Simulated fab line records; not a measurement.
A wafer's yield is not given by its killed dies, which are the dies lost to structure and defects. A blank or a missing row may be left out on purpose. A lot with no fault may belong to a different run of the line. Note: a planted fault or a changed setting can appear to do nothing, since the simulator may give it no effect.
fab line records    flow sky130
record lots=4  wafers=12  lastDay=48
route steps=708 shown POLY_CUT@317 SD_P@320 RES_XHIGH@332 SD_N@342 PAD_OPEN@708
lots that met no fault: from a run of the same line without faults
startH: hours from the record's opening day to when the first of the lot's shown wafers began    waitH: how many hours have passed since the lot's step before this one    " the same as in the row above    L1.1+2: a single row standing in for several wafers    - no value, or no start given    * or withheld: withheld    < > ~ a bound
route shown NAME@n: a module of which the file shows steps, and the number in the route of the first    usual: the fault-free wafers' mean and standard deviation    same: alike in all rows    chamber/n: place in a boat    sites: the reading at each site    _std_site: their standard deviation    _edge_site: mean of outer sites minus mean of inner sites    radiusMm: how far each site lies from the wafer's centre    mask NAME#n: copy n    behind: the last tool/chamber to shape the wafer    hold: the reason the lot was held/the length of the hold in hours/how it ended    device: transistor that didn't switch, given as n, p or np    end of line: tests run on the same wafers once the route is complete    a step with no rows: only its recipe    killed: count of dies lost to structure and defects at first sort (not the wafer's yield)    map: a wafer's dies, x killed, . not, _ none there
set.NAME: the setting that was run; set.NAME@STEP: the one run at that earlier step    model.NAME: the simulator's own value behind a step, which no gauge read
lots at selected steps of the route; one table per step, one row per wafer
services: from which hour (startH, from the record's first day; less than 0 if before it) a tool's chamber was out of use, for how many hours, and why
## steps
# step SKY_POLY_CUT_ETCH_10
# recipe chemistry=N2/H2  target=BARC  ionEnergyEv=200  sourceW=500  biasW=100  pressureMtorr=30  n2FlowSccm=100  h2FlowSccm=200  stopOn=SiO2  timeS=45.9  targetDepthA=600
# step SKY_POLY_CUT_ETCH_11
# recipe target=Si3N4  chemistry=CF4/CH2F2/Ar  stopOn=poly-Si  sourceW=600  biasW=155.1  pressureMtorr=40  cf4FlowSccm=40  ch2f2FlowSccm=20  Ar_flow_sccm=150  timeS=42.5  targetDepthA=600
# step SKY_POLY_CUT_STRIP_12
# recipe chemistry=O2/N2  powerW=1400  pressureMtorr=1500  platenTempC=withheld  o2FlowSccm=3000  n2FlowSccm=300  overashFraction=0.5
# step SKY_SD_P_DEHYDRATE_00
# recipe tempC=200  timeS=60
# step SKY_SD_P_HMDS_01
# recipe primeTimeS=60  primeTempC=120
# step SKY_SD_P_COAT_02
# recipe resist=NOVOLAK  spinRpm=3000  resistThkNm=1140
# step SKY_SD_P_SOFTBAKE_03
# recipe tempC=90  timeS=60  resist=NOVOLAK
# step SKY_SD_P_EXPOSE_04
# recipe maskId=PSDM  na=0.6  sourceShape=conventional  sigmaOuter=0.6  polarization=unpolarized  targetCdNm=380  doseMj=138
# step SKY_SD_P_PEB_05
# recipe tempC=withheld  timeS=*  resist=NOVOLAK
# step SKY_SD_P_DEVELOP_06
# recipe resist=NOVOLAK  developer=TMAH  developTimeS=60  devTempC=23
# step SKY_SD_P_IMPLANT_09
# recipe species=BF2  energyKev=20  doseCm2=3e+15  tiltDeg=0
# usual doseIonsCm2=3.001e+15/3.1e+12  endStationPressureTorr=1.42e-05/1.9e-06
lot.wafer  tool          chamber  startH  waitH  doseIonsCm2  endStationPressureTorr
L680.2     implanter-01  0        604.51  0.0    2.998e+15    1.51e-05
L680.4     "             0        "       "      3e+15        1.47e-05
L680.5     "             0        "       "      2.997e+15    1.33e-05
L681.1     implanter-03  0        604.79  0.0    3.004e+15    1.49e-05
L681.3     "             0        "       "      3.003e+15    1.51e-05
L681.4     "             0        "       "      3.005e+15    1.5e-05
L689.3     implanter-03  0        665.99  0.1    2.998e+15    1.68e-05
L689.4     "             0        "       "      2.995e+15    1.53e-05
L689.5     "             0        "       "      3.001e+15    1.51e-05
L689.3     implanter-03  0        666.31  0.3    3.002e+15    1.32e-05
L689.4     "             0        "       "      3.004e+15    1.46e-05
L689.5     "             0        "       "      3.001e+15    1.63e-05
L694.1     implanter-03  0        703.04  0.0    2.996e+15    1.42e-05
L694.2     "             0        "       "      2.997e+15    1.59e-05
L694.5     "             0        "       "      3e+15        1.53e-05
L694.1     implanter-03  0        703.36  0.3    2.997e+15    1.59e-05
L694.2     "             0        "       "      3e+15        1.49e-05
L694.5     "             0        "       "      2.999e+15    1.59e-05
# step SKY_SD_P_STRIP_10
# recipe chemistry=O2/N2  powerW=1400  pressureMtorr=1500  platenTempC=withheld  o2FlowSccm=3000  n2FlowSccm=300  overashFraction=0.5
# usual drypumpMotorCurrentA=5.5/0.49  n2FlowSccm=300.0/0.93  oesProductAu=0.618/0.0046  stripTimeToEndpointS=17.49/0.056
lot.wafer  tool            chamber  startH  waitH  drypumpMotorCurrentA  n2FlowSccm  oesProductAu  rfHoursCounterH  stripTimeToEndpointS
L680.2     plasmaAsher-04  0        604.64  0.1    5.0                   298.2       0.618         80               17.55
L680.4     "               1        "       "      5.2                   299.8       0.621         -                17.54
L680.5     "               0        "       "      5.0                   299.4       0.629         -                17.57
L681.1     plasmaAsher-03  1        604.94  0.1    6.0                   300.4       0.611         89               17.46
L681.3     "               0        "       "      5.2                   300.1       0.610         -                17.44
L681.4     "               1        "       "      6.0                   300.1       0.612         -                17.44
L689.3     plasmaAsher-04  1        666.44  0.1    5.2                   298.7       0.590         -                18.93
L689.4     "               0        "       "      5.0                   300.1       0.580         -                18.97
L689.5     "               0        "       "      5.0                   298.1       0.595         -                19.00
L694.1     plasmaAsher-03  0        703.51  0.1    5.2                   300.6       0.591         99               18.93
L694.2     "               1        "       "      6.1                   300.8       0.596         99               18.88
L694.5     "               0        "       "      5.2                   300.4       0.590         -                18.91
# step SKY_SD_P_TW_MEAS_11
# usual SD_P_TW=2833/45
lot.wafer  tool          chamber  startH  waitH  SD_P_TW
L680.2     filmMetro-01  -        604.75  0.1    2893
L680.4     "             -        "       "      2892
L680.5     "             -        "       "      2889
L681.1     filmMetro-04  -        605.04  0.1    2838
L681.3     "             -        "       "      2842
L681.4     "             -        "       "      2854
L689.3     filmMetro-04  -        666.59  0.1    3128
L689.4     "             -        "       "      3113
L689.5     "             -        "       "      3112
L694.1     filmMetro-01  -        703.61  0.1    3172
L694.2     "             -        "       "      3168
L694.5     "             -        "       "      3178
# step SKY_RES_XHIGH_DEHYDRATE_00
# recipe tempC=200  timeS=60
# step SKY_RES_XHIGH_HMDS_01
# recipe primeTimeS=60  primeTempC=120
# step SKY_RES_XHIGH_COAT_02
# recipe resist=NOVOLAK  spinRpm=3000  resistThkNm=1140
# step SKY_RES_XHIGH_SOFTBAKE_03
# recipe tempC=90  timeS=61.26  resist=NOVOLAK
# step SKY_RES_XHIGH_EXPOSE_04
# recipe maskId=URPM  na=0.6  sourceShape=conventional  sigmaOuter=0.6  polarization=unpolarized  targetCdNm=1270  doseMj=140
# step SKY_RES_XHIGH_PEB_05
# recipe tempC=withheld  timeS=*  resist=NOVOLAK
# step SKY_RES_XHIGH_DEVELOP_06
# recipe resist=NOVOLAK  developer=TMAH  developTimeS=60  devTempC=23
# step SKY_RES_XHIGH_IMPLANT_07
# recipe species=BF2  energyKev=20  doseCm2=3.6e+14  tiltDeg=0
# step SKY_RES_XHIGH_STRIP_08
# recipe chemistry=O2/N2  powerW=1400  pressureMtorr=1500  platenTempC=withheld  o2FlowSccm=3000  n2FlowSccm=300  overashFraction=0.5
# step SKY_SD_N_DEHYDRATE_00
# recipe tempC=200  timeS=60
# step SKY_SD_N_HMDS_01
# recipe primeTimeS=60  primeTempC=120
# step SKY_SD_N_COAT_02
# recipe resist=NOVOLAK  spinRpm=3000  resistThkNm=1140
# step SKY_SD_N_SOFTBAKE_03
# recipe tempC=90  timeS=60  resist=NOVOLAK
# step SKY_SD_N_EXPOSE_04
# recipe maskId=NSDM  na=0.6  sourceShape=conventional  sigmaOuter=0.6  polarization=unpolarized  targetCdNm=380  doseMj=141
# step SKY_SD_N_PEB_05
# recipe tempC=withheld  timeS=*  resist=NOVOLAK
# step SKY_SD_N_DEVELOP_06
# recipe resist=NOVOLAK  developer=TMAH  developTimeS=60  devTempC=23
# step SKY_SD_N_IMPLANT_09
# recipe species=As  energyKev=50  doseCm2=4e+15  tiltDeg=0
# step SKY_SD_N_IMPLANT_10
# recipe species=P  energyKev=20  doseCm2=1e+14  tiltDeg=0
# step SKY_SD_N_STRIP_11
# recipe chemistry=O2/N2  powerW=1400  pressureMtorr=1500  platenTempC=withheld  o2FlowSccm=3000  n2FlowSccm=300  overashFraction=0.5
# step SKY_SD_N_CLEAN_13
# recipe chemistry=SC1/SC2  mix=1:4:20  tempC=70  timeS=150  dry=n2Spin
# step SKY_SD_N_RTA_14
# recipe tempC=1075  timeS=2  idleTempC=650  rampUpCPerS=150  rampDownCPerS=90  ambient=N2
# step SKY_SD_N_RS_MEAS_17
# recipe thkMeasGauge=four-point-probe
# usual SD_P_RS=147.0/0.4
lot.wafer  tool          chamber  startH  waitH  SD_P_RS[ohm/sq]
L680.2     filmMetro-03  -        663.32  0.1    146.7
L680.4     "             -        "       "      147.4
L680.5     "             -        "       "      146.9
L681.1     filmMetro-04  -        663.60  0.1    146.9
L681.3     "             -        "       "      146.7
L681.4     "             -        "       "      147.3
L689.3     filmMetro-03  -        722.68  0.1    137.9
L689.4     "             -        "       "      137.6
L689.5     "             -        "       "      137.8
L694.1     filmMetro-01  -        759.05  0.1    138.0
L694.2     "             -        "       "      137.8
L694.5     "             -        "       "      138.1
# step SKY_PAD_OPEN_PROBE_99
# usual killed_at_M0_to_M3=45/6.8  killed_at_M4_up=3.1/2  killedAtContacts=23/5.2  killedAtFrontEnd=14/3.7  killedAtOther=0.3/0.61  killedDies=86/9  killedOpen=46/6.9  killedShort=39/6.4
# same grossDies=492  killedAtBackSide=0
lot.wafer  tool       chamber  startH   waitH  killed_at_M0_to_M3  killed_at_M4_up  killedAtContacts  killedAtFrontEnd  killedAtOther  killedDies  killedOpen  killedShort  model.etest.resPdiff.lineOhmUm  model.etest.resHighPo.lineOhmUm  model.etest.liconHighPo.rcOhm  model.etest.pfetG5v0d10v5.rOnOhmUm  model.etest.liconPdiff.rcOhm  model.etest.pfet_01v8.rOnOhmUm  model.etest.resHighPo.rsOhmSq  model.etest.resPdiffHv.rsOhmSq
L680.2     prober-01  -        1085.48  0.1    36                  0                26                13                0              75          42          33           1421                            749.7                            340.2                          4870                                567.8                         3028                            263                            195.7
L680.4     prober-01  -        1085.58  0.2    34                  2                19                11                0              66          35          31           1402                            754.6                            374.2                          4810                                618.1                         2998                            269.2                          195
L680.5     prober-01  -        1085.63  0.2    44                  3                28                4                 1              80          44          36           1365                            775.5                            358.6                          4818                                605.4                         2969                            267.3                          195.7
L681.1     prober-02  -        1086.83  0.1    42                  7                22                15                1              87          46          41           1376                            711.2                            329.7                          4745                                609.6                         2899                            249.3                          187.5
L681.3     prober-02  -        1086.93  0.2    45                  1                27                14                0              87          48          39           1371                            712.2                            350.7                          4726                                617.4                         2942                            247.9                          185.9
L681.4     prober-02  -        1086.98  0.2    40                  3                23                11                0              77          45          32           1352                            716.7                            349.6                          4754                                595.7                         2909                            250.1                          188.7
L689.3     prober-02  -        1127.39  0.2    43                  3                25                16                0              87          37          50           1160                            512.2                            188.8                          4641                                471.2                         2892                            178.7                          156.9
L689.4     prober-02  -        1127.44  0.2    48                  6                18                17                0              89          44          45           1131                            501.8                            193.9                          4635                                485.6                         2901                            175.7                          157.2
L689.5     prober-02  -        1127.49  0.2    39                  3                20                13                2              77          43          34           1134                            535.2                            197.4                          4638                                477.2                         2833                            186.2                          157.1
L694.1     prober-01  -        1153.76  0.1    52                  2                16                19                0              89          50          39           1141                            526.1                            207.8                          4699                                482.1                         2933                            185.3                          155.3
L694.2     prober-01  -        1153.81  0.1    52                  3                23                12                0              90          38          52           1144                            526                              199.4                          4688                                477.1                         2890                            183.8                          157
L694.5     prober-01  -        1153.96  0.2    46                  3                26                16                1              92          50          41           1162                            516.4                            191.8                          4614                                457.6                         2888                            182                            157.8
# killed by level:class
L680.2 LI_CONTACT:geometricParticle:open=10 VIA1:geometricParticle:open=9 CONTACT:geometricParticle:open=8 VIA1:geometricParticle:short=6 METAL1:geometricParticle:short=5 FIELD_ISO:geometricParticle:open=4 FIELD_ISO:geometricParticle:short=4 METAL3:geometricParticle:short=4
L680.4 VIA1:geometricParticle:open=10 CONTACT:geometricParticle:open=7 CONTACT:geometricParticle:short=4 METAL1:geometricParticle:short=4 VIA2:geometricParticle:open=4 FIELD_ISO:geometricParticle:open=3 POLY_GATE:geometricParticle:open=3 VIA2:geometricParticle:short=3
L680.5 VIA1:geometricParticle:open=13 CONTACT:geometricParticle:open=11 LI_CONTACT:geometricParticle:open=7 LOCAL_INTERCONNECT:geometricParticle:short=7 VIA1:geometricParticle:short=6 VIA3:geometricParticle:short=6 VIA2:geometricParticle:open=5 METAL1:geometricParticle:short=4
L681.1 VIA1:geometricParticle:open=9 CONTACT:geometricParticle:open=7 METAL2:geometricParticle:short=7 VIA2:geometricParticle:open=6 POLY_GATE:geometricParticle:short=5 LI_CONTACT:geometricParticle:open=5 VIA3:geometricParticle:open=5 VIA1:geometricParticle:short=5
L681.3 VIA1:geometricParticle:open=14 CONTACT:geometricParticle:open=8 VIA1:geometricParticle:short=7 VIA3:geometricParticle:open=7 METAL1:geometricParticle:short=6 LI_CONTACT:geometricParticle:open=5 POLY_GATE:geometricParticle:short=4 LI_CONTACT:geometricParticle:short=4
L681.4 VIA1:geometricParticle:open=11 LI_CONTACT:geometricParticle:open=10 CONTACT:geometricParticle:open=6 METAL1:geometricParticle:short=6 VIA3:geometricParticle:open=6 CONTACT:geometricParticle:short=4 POLY_GATE:geometricParticle:open=3 METAL4:geometricParticle:short=3
L689.3 CONTACT:geometricParticle:open=10 VIA1:geometricParticle:short=10 VIA1:geometricParticle:open=9 METAL2:geometricParticle:short=7 METAL1:geometricParticle:short=6 LOCAL_INTERCONNECT:geometricParticle:short=5 FIELD_ISO:geometricParticle:short=4 POLY_GATE:geometricParticle:open=4
L689.4 CONTACT:geometricParticle:open=11 VIA2:geometricParticle:short=10 METAL1:geometricParticle:short=9 FIELD_ISO:geometricParticle:open=7 VIA1:geometricParticle:open=7 LI_CONTACT:geometricParticle:open=5 METAL2:geometricParticle:short=5 FIELD_ISO:geometricParticle:short=4
L689.5 VIA1:geometricParticle:open=8 VIA3:geometricParticle:open=7 CONTACT:geometricParticle:open=7 LOCAL_INTERCONNECT:geometricParticle:short=6 LI_CONTACT:geometricParticle:open=5 METAL1:geometricParticle:short=5 VIA2:geometricParticle:short=5 VIA2:geometricParticle:open=5
L694.1 VIA3:geometricParticle:open=9 VIA1:geometricParticle:open=8 CONTACT:geometricParticle:open=7 VIA2:geometricParticle:open=7 FIELD_ISO:geometricParticle:short=5 METAL2:geometricParticle:short=5 METAL3:geometricParticle:short=5 FIELD_ISO:geometricParticle:open=4
L694.2 VIA1:geometricParticle:open=12 VIA1:geometricParticle:short=11 CONTACT:geometricParticle:open=8 METAL1:geometricParticle:short=8 LOCAL_INTERCONNECT:geometricParticle:short=7 VIA3:geometricParticle:open=5 LI_CONTACT:geometricParticle:open=4 VIA2:geometricParticle:open=4
L694.5 VIA1:geometricParticle:open=12 CONTACT:geometricParticle:open=8 VIA2:geometricParticle:open=8 CONTACT:geometricParticle:short=7 METAL1:geometricParticle:short=7 VIA3:geometricParticle:open=7 METAL2:geometricParticle:short=6 FIELD_ISO:geometricParticle:short=5
## services
tool            chamber  startH  hours  kind
implanter-03    -        612.02  6.7    repair
implanter-03    -        620.62  0.8    repair
plasmaAsher-04  -        629.67  0.7    repair
implanter-03    -        636.59  1.9    pm
plasmaAsher-04  -        646.79  14.6   pm
implanter-01    -        669.43  3.3    pm
## key
firstSign step=SKY_SD_P_IMPLANT_09  reading=visit  direction=added
effect step=SKY_SD_P_STRIP_10  reading=stripTimeToEndpointS  direction=up  sigmas=26  usual=*  struck=*
effect step=SKY_SD_P_TW_MEAS_11  reading=SD_P_TW  direction=up  sigmas=6.9  usual=2833  struck=3145
effect step=SKY_SD_N_RS_MEAS_17  reading=SD_P_RS  direction=down  sigmas=23  usual=147.0  struck=137.9
modelEffect step=SKY_PAD_OPEN_PROBE_99  value=etest.resPdiff.lineOhmUm  without=1367  struck=1145
metAt SKY_SD_P_IMPLANT_09
struckWafers L689.3,L689.4,L689.5,L694.1,L694.2,L694.5
testerLeftOut L689,L694
fault kind=repeatedStepWhole  tool=implanter-01,implanter-02,implanter-03  chamber=-  onsetH=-  steps=SKY_SD_P_IMPLANT_09  times=1  scope=struckLotsOnly
# testerLeftOut: of these lots the tester's yield and bins aren't shown, on N5 and GAA mostly nor the transistor test; their killed dies are dies lost to structure and defects alone, not to doping, threshold or leakage, so they don't give the yield
